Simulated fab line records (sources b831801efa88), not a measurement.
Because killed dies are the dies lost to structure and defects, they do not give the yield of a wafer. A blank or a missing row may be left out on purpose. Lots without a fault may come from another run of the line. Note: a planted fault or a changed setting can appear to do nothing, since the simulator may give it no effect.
fab line records	flow gf180mcu
record lots=14	wafers=42	lastDay=34
route steps=602 shown V1@361 V2@404 M3@410
lots that met no fault: taken from a fault-free run of the same line
startH: hours from the record's opening day to when the first of the lot's shown wafers began	waitH: how many hours have passed since the lot's step before this one	" as in the row above	L1.1+2: several wafers, shown together as one row	- no value, or no start given	* or withheld: withheld	< > ~ a bound
route shown NAME@n: names a module that has steps shown in the file, with the first one's number in the route	usual: mean and standard deviation over wafers with no fault	same: alike in all rows	chamber/n: place in a boat	sites: the reading at each site	_std_site: their standard deviation	_edge_site: inner sites' mean taken away from outer sites' mean	radiusMm: how far each site lies from the wafer's centre	mask NAME#n: copy n	behind: tool/chamber where the wafer was last shaped	hold: what put the lot on hold/how long, in hours/how the hold closed	device: whichever transistor did not switch (one of n, p or np)	end of line: the same wafers' tests at the end of the route	a step given without rows: its recipe and nothing more	killed: at the first sort, the dies lost to defects and structure; wafer yield is something else	map: shows each die of a wafer: x if killed, . if not, _ if none is there
set.NAME: the setting the step ran with; set.NAME@STEP: the setting that earlier step ran with	model.NAME: the simulator's own value behind a step, which no gauge read
the route's steps for a sample of lots (tables are steps, rows are wafers)
services: the hour from which a tool's chamber was out of use, counted from the record's first day as startH (under 0 if before that day), plus the number of hours and why
## steps
# step GF_V1_CMP_26
# recipe stopOn=SiO2	downForcePsi=3.5	platenRpm=60	tOverpolishS=15	targetThkNm=0	padVelocityMS=0.94248
# usual motorCurrentA=11.0/1.2	overpolishRunS=15.002/0.0095	slurryFilterDpKPa=13.50/0.13	timeToEndpointS=85/3.5
lot.wafer	tool	chamber	startH	waitH	motorCurrentA	overpolishRunS	slurryFilterDpKPa	timeToEndpointS
L344.1	cmp-02	2	411.37	0.2	9.5	14.992	13.55	86
L344.6	"	3	"	"	9.1	15.016	13.46	83
L344.5	"	0	"	"	13.5	15.008	13.60	86
L345.2	cmp-02	0	415.45	0.0	12.9	14.999	13.40	83
L345.4	"	2	"	"	10.2	15.003	13.42	83
L345.6	"	1	"	"	10.1	14.987	13.60	80
L347.4	cmp-02	1	434.36	0.1	10.0	14.995	13.71	81
L347.3	"	2	"	"	9.5	15.002	13.46	86
L347.6	"	0	"	"	14.0	15.004	13.47	89
L349.4	cmp-01	0	463.15	0.0	11.4	15.002	13.30	85
L349.3	"	3	"	"	10.3	14.998	13.50	82
L349.6	"	1	"	"	11.5	14.992	13.66	85
L350.4	cmp-02	0	470.82	0.1	13.7	15.015	13.44	81
L350.5	"	3	"	"	9.1	14.995	13.30	82
L350.6	"	0	"	"	13.5	15.007	13.54	83
L354.4	cmp-01	3	507.81	0.1	10.6	14.999	13.63	85
L354.1	"	0	"	"	11.3	15.008	13.57	85
L354.3	"	1	"	"	11.4	15.011	13.68	86
L357.3	cmp-01	1	540.05	0.1	11.6	15.005	13.38	85
L357.4	"	2	"	"	11.4	15.007	13.54	85
L357.5	"	0	"	"	11.4	15.006	13.45	89
L358.3	cmp-01	0	543.35	0.1	11.3	14.994	13.88	87
L358.2	"	1	"	"	11.2	14.995	13.52	84
L358.5	"	3	"	"	10.4	14.995	13.43	83
L359.2	cmp-02	0	553.51	0.3	13.2	15.002	13.54	87
L359.3	"	1	"	"	9.8	15.005	13.32	79
L359.1	"	2	"	"	9.9	15.012	13.47	84
L360.1	cmp-01	1	557.01	0.1	11.1	14.992	13.41	85
L360.4	"	2	"	"	12.0	15.005	13.51	90
L360.6	"	0	"	"	11.0	15.025	13.69	87
L361.3	cmp-01	2	568.26	0.0	11.2	14.984	13.42	86
L361.4	"	1	"	"	11.5	15.013	13.52	88
L361.6	"	3	"	"	10.8	15.011	13.59	90
L365.2	cmp-02	0	587.33	0.2	13.2	15.017	13.70	81
L365.5	"	1	"	"	10.7	15.012	13.40	81
L365.6	"	2	"	"	10.0	15.007	13.47	83
L366.3	cmp-01	1	596.50	0.0	11.6	15.004	13.34	90
L366.4	"	0	"	"	11.1	14.991	13.58	89
L366.6	"	1	"	"	11.4	14.988	13.54	87
L367.4	cmp-01	0	601.75	0.0	10.5	14.994	13.66	90
L367.3	"	2	"	"	12.3	15.015	13.36	88
L367.5	"	1	"	"	11.9	14.998	13.43	86
# step GF_V2_SPUTTER_22
# recipe material=TiN	targetThkNm=10	chamberPressurePa=5	powerW=4000	timeS=40
# usual cathodeDcPowerW=4000.0/0.61	chamberPressurePa=4.998/0.0095	throttleValvePct=30.0/1.2
lot.wafer	tool	chamber	startH	waitH	cathodeDcPowerW	chamberPressurePa	throttleValvePct
L344.1	pvdSputter-01	-	461.30	0.0	4000.5	4.976	29.1
L344.5	"	-	"	"	4000.1	4.994	32.4
L344.6	"	-	"	"	3999.6	4.982	29.4
L345.2	pvdSputter-01	-	466.23	0.0	3999.8	5.010	32.4
L345.4	"	-	"	"	3999.7	5.003	28.9
L345.6	"	-	"	"	3999.8	4.986	29.1
L347.3	pvdSputter-03	-	485.13	0.0	4001.2	5.007	30.4
L347.4	"	-	"	"	4000.1	5.017	27.5
L347.6	"	-	"	"	3998.4	4.998	30.4
L349.3	pvdSputter-04	-	513.47	0.0	3999.2	4.994	30.3
L349.4	"	-	"	"	4000.5	5.012	29.2
L349.6	"	-	"	"	4000.6	5.000	31.6
L350.4	pvdSputter-03	-	520.27	0.0	4000.2	4.991	29.9
L350.5	"	-	"	"	3999.6	5.007	30.6
L350.6	"	-	"	"	4000.2	5.001	27.4
L354.1	pvdSputter-03	-	555.86	0.0	4000.3	4.992	27.6
L354.3	"	-	"	"	4000.0	5.002	30.4
L354.4	"	-	"	"	4000.4	4.996	30.0
L357.3	pvdSputter-03	-	587.26	0.0	3999.7	5.016	30.8
L357.4	"	-	"	"	4000.4	5.005	30.1
L357.5	"	-	"	"	4000.0	4.996	30.4
L358.2	pvdSputter-03	-	590.11	0.0	3999.9	4.997	30.0
L358.3	"	-	"	"	3999.7	4.996	30.3
L358.5	"	-	"	"	3998.6	4.980	30.6
L359.1	pvdSputter-04	-	600.20	0.0	4000.5	5.008	29.4
L359.2	"	-	"	"	4001.1	5.006	30.3
L359.3	"	-	"	"	3999.5	4.995	29.3
L360.1	pvdSputter-01	-	602.96	0.0	-	-	-
L360.4	"	-	"	"	-	-	-
L360.6	"	-	"	"	-	-	-
L361.3	pvdSputter-04	-	613.30	0.0	-	-	-
L361.4	"	-	"	"	-	-	-
L361.6	"	-	"	"	-	-	-
L365.2	pvdSputter-01	-	631.82	0.0	3999.3	5.015	32.3
L365.5	"	-	"	"	3998.8	5.003	29.0
L365.6	"	-	"	"	4001.2	5.017	30.0
L366.3	pvdSputter-04	-	640.73	0.0	3999.6	4.984	30.6
L366.4	"	-	"	"	4000.0	4.998	31.6
L366.6	"	-	"	"	3999.9	5.006	30.3
L367.3	pvdSputter-04	-	644.88	0.0	4001.0	4.992	30.3
L367.4	"	-	"	"	3999.1	5.007	29.2
L367.5	"	-	"	"	4000.3	4.982	29.5
# step GF_M3_SPUTTER_01
# recipe material=TiN	targetThkNm=30	powerW=6500	timeS=25	chamberPressurePa=0.4
# usual cathodeDcPowerW=6500.0/1.2	chamberPressurePa=0.4000/0.00078	throttleValvePct=30.2/1.2
lot.wafer	tool	chamber	startH	waitH	cathodeDcPowerW	chamberPressurePa	throttleValvePct
L344.1	pvdSputter-04	-	462.03	0.1	6499.7	0.3985	31.9
L344.5	"	-	"	"	6501.3	0.4007	29.3
L344.6	"	-	"	"	6500.1	0.4010	29.3
L345.2	pvdSputter-02	-	466.96	0.1	6499.8	0.4006	29.8
L345.4	"	-	"	"	6500.4	0.4002	31.7
L345.6	"	-	"	"	6498.2	0.3995	31.8
L347.3	pvdSputter-02	-	485.86	0.1	6500.0	0.4003	31.3
L347.4	"	-	"	"	6502.8	0.4003	28.4
L347.6	"	-	"	"	6500.3	0.4015	28.5
L349.3	pvdSputter-01	-	514.20	0.1	6501.5	0.4001	28.8
L349.4	"	-	"	"	6500.2	0.3997	32.2
L349.6	"	-	"	"	6500.1	0.4007	29.2
L350.4	pvdSputter-04	-	521.00	0.1	6500.1	0.3994	31.8
L350.5	"	-	"	"	6500.1	0.4002	29.6
L350.6	"	-	"	"	6501.5	0.4002	29.5
L354.1	pvdSputter-04	-	556.71	0.1	6499.2	0.4001	31.8
L354.3	"	-	"	"	6500.3	0.3999	29.3
L354.4	"	-	"	"	6501.0	0.3996	29.1
L357.3	pvdSputter-04	-	587.99	0.1	6500.7	0.4004	30.3
L357.4	"	-	"	"	6501.5	0.4004	29.3
L357.5	"	-	"	"	6501.1	0.3993	29.5
L358.2	pvdSputter-02	-	590.84	0.1	6501.3	0.4009	31.4
L358.3	"	-	"	"	6500.6	0.3993	31.2
L358.5	"	-	"	"	6501.4	0.3988	31.7
L359.1	pvdSputter-02	-	600.93	0.1	6498.5	0.4001	31.6
L359.2	"	-	"	"	6502.5	0.3988	29.7
L359.3	"	-	"	"	6498.5	0.4000	28.2
L365.2	pvdSputter-04	-	632.55	0.1	6498.9	0.3999	30.5
L365.5	"	-	"	"	6499.5	0.4001	29.6
L365.6	"	-	"	"	6498.0	0.4018	31.8
L366.3	pvdSputter-01	-	641.46	0.1	6499.1	0.3991	29.2
L366.4	"	-	"	"	6498.7	0.4012	28.9
L366.6	"	-	"	"	6500.6	0.4006	28.9
L367.3	pvdSputter-01	-	645.61	0.1	6499.1	0.3998	32.1
L367.4	"	-	"	"	6500.5	0.4011	28.9
L367.5	"	-	"	"	6498.4	0.4001	30.0
# step GF_M3_SPUTTER_02
# recipe material=AlCu	targetThkNm=450	powerW=10600	timeS=23.9	chamberPressurePa=0.4
# usual cathodeDcPowerW=10600/2.1	chamberPressurePa=0.4001/0.00073	throttleValvePct=30.2/1.2
lot.wafer	tool	chamber	startH	waitH	cathodeDcPowerW	chamberPressurePa	throttleValvePct
L344.1	pvdSputter-04	-	462.06	0.0	10601	0.4003	31.5
L344.5	"	-	"	"	10600	0.4008	29.3
L344.6	"	-	"	"	10602	0.3988	29.4
L345.2	pvdSputter-02	-	466.99	0.0	10601	0.3993	29.4
L345.4	"	-	"	"	10602	0.4001	31.4
L345.6	"	-	"	"	10600	0.4007	31.4
L347.3	pvdSputter-02	-	485.89	0.0	10597	0.4008	31.6
L347.4	"	-	"	"	10601	0.3996	28.4
L347.6	"	-	"	"	10600	0.3989	28.4
L349.3	pvdSputter-01	-	514.23	0.0	10597	0.4015	28.8
L349.4	"	-	"	"	10601	0.3994	32.4
L349.6	"	-	"	"	10599	0.4002	29.3
L350.4	pvdSputter-04	-	521.03	0.0	10603	0.3992	31.5
L350.5	"	-	"	"	10601	0.4003	29.6
L350.6	"	-	"	"	10601	0.4014	29.4
L354.1	pvdSputter-04	-	556.74	0.0	10600	0.4011	31.7
L354.3	"	-	"	"	10598	0.3995	29.3
L354.4	"	-	"	"	10595	0.4004	29.4
L357.3	pvdSputter-04	-	588.02	0.0	10598	0.3987	30.1
L357.4	"	-	"	"	10602	0.3992	29.4
L357.5	"	-	"	"	10602	0.4008	29.3
L358.2	pvdSputter-02	-	590.87	0.0	10597	0.3998	31.7
L358.3	"	-	"	"	10598	0.4012	31.4
L358.5	"	-	"	"	10601	0.3986	31.3
L359.1	pvdSputter-02	-	600.96	0.0	10604	0.3994	31.5
L359.2	"	-	"	"	10598	0.3998	29.8
L359.3	"	-	"	"	10598	0.4003	28.4
L365.2	pvdSputter-04	-	632.58	0.0	10600	0.4001	30.7
L365.5	"	-	"	"	10600	0.4003	29.5
L365.6	"	-	"	"	10596	0.4003	31.4
L366.3	pvdSputter-01	-	641.49	0.0	10600	0.4004	29.1
L366.4	"	-	"	"	10597	0.3986	28.6
L366.6	"	-	"	"	10598	0.3991	29.0
L367.3	pvdSputter-01	-	645.64	0.0	10601	0.3997	32.4
L367.4	"	-	"	"	10599	0.3998	29.0
L367.5	"	-	"	"	10603	0.4000	29.7
## services
tool	chamber	startH	hours	kind
cmp-01	-	404.00	4.0	pm
cmp-01	-	408.00	-	consumableReplace:conditioner
cmp-01	-	408.00	-	consumableReplace:pad
cmp-02	-	453.00	1.2	repair
pvdSputter-03	-	490.36	0.8	repair
cmp-02	-	543.25	2.3	repair
cmp-01	-	552.71	1.8	repair
cmp-02	-	572.19	4.0	pm
cmp-02	-	576.19	-	consumableReplace:conditioner
cmp-02	-	576.19	-	consumableReplace:pad
cmp-02	-	588.27	0.6	repair
pvdSputter-01	-	598.81	3.0	repair
cmp-02	-	603.78	0.2	repair
cmp-01	-	611.37	12.7	repair
pvdSputter-02	-	616.38	2.8	repair
pvdSputter-01	-	621.42	2.4	repair
pvdSputter-02	-	641.09	61.8	repair
## key
firstSign step=GF_V2_SPUTTER_22	reading=toolRecord	direction=missing
effect none on later readings
metAt GF_V2_SPUTTER_22
struckLots L360,L361
rowsEnd L361.3,L361.4,L361.6
laterRowsLeftOut L360.1,L360.4,L360.6
sortLeftOut L360.1,L360.4,L360.6
notActingAt GF_V1_CMP_26,GF_M3_SPUTTER_01,GF_M3_SPUTTER_02
onsetBetween 600.20 602.96
fault kind=skippedStepWhole	tool=pvdSputter-01,pvdSputter-04	chamber=-	onsetH=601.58	steps=GF_V2_SPUTTER_22	scope=struckLotsOnly
# sortLeftOut: the simulated sort isn't trusted on such a fault, so these wafers' sort isn't shown, and their yield isn't known
# laterRowsLeftOut: the simulator's readings of these wafers behind a module that went badly wrong aren't trusted and aren't shown, but for the sort
# rowsEnd: these wafers met a further fault down the route, and their rows from its step on are left out
